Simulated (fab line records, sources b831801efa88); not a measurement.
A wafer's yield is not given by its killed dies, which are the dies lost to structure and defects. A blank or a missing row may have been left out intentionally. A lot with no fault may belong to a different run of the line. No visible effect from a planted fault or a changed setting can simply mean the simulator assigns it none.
One fault seen from 2 desks	flow sky130	each desk has only its own numbers; what lay behind them comes last

FOR THE TOOL OWNER'S DESK: pvdSputter-04
The tool's own readings at SKY_METAL2_SPUTTER_04 (material TiN, target thk 70 nm, time 58.3 s): means of the sampled wafers that have a number, for each lot that ran on this tool. The brackets show how far a lot's mean lies from the usual mean; more than 4 standard deviations puts the lot out of limits, marked OUT.
Columns: A = cathodeDcPowerW at SKY_METAL2_SPUTTER_04, usual 6499.9 W; B = throttleValvePct at SKY_METAL2_SPUTTER_04, usual 29.6 %
lot	first seen here	A	B
L415	day 34 03:13	6499.6	29.3
L416	day 34 12:19	6501.2	29.1
L419	day 35 15:26	6499.3	29.3
L422	day 36 07:26	6499.6	29.4
L423	day 37 14:33	6498.8	28.7
L428	day 38 23:14	6501.0	29.4
L432	day 39 11:59	6499.9	29.3
L437	day 41 02:56	6500.5	29.1
L438	day 41 04:04	6500.0	29.5
Finding of this desk: none of the 9 lots has anything out of limits.

METROLOGY DESK
What the gauges read, lot by lot, whatever tool the lot ran on: means of the sampled wafers that have a number. The brackets show how far a lot's mean lies from the usual mean; more than 4 standard deviations puts the lot out of limits, marked OUT.
Columns: A = CAP2M_OVL at SKY_CAP2M_OVL_MEAS_12, usual 1.5 nm; B = VIA4_W_RS at SKY_VIA4_RS_MEAS_19, usual 0.227 ohm/sq
lot	first seen here	A	B
L415	day 40 21:05	-0.2	0.232
L416	day 41 08:23	-0.1	0.226
L418	day 41 21:50	-0.2	0.227
L419	day 42 07:27	3.2	0.225
L420	day 42 17:50	1.7	0.227
L422	day 42 20:17	2.1	0.222
L423	day 43 23:41	0.4	0.231
L427	day 44 13:41	0.6	0.229
L428	day 45 04:05	1.1	0.228
L432	day 45 17:02	3.2	0.221
L437	day 46 22:53	2.3	0.227
L438	day 47 01:14	2.0	0.228
Finding of this desk: none of the 12 lots has anything out of limits.

BROUGHT TOGETHER
The desk of the tool owner found nothing out of limits.
Metrology desk: nothing out of limits seen.

WHAT HAD BEEN PUT IN BY THE SIMULATOR
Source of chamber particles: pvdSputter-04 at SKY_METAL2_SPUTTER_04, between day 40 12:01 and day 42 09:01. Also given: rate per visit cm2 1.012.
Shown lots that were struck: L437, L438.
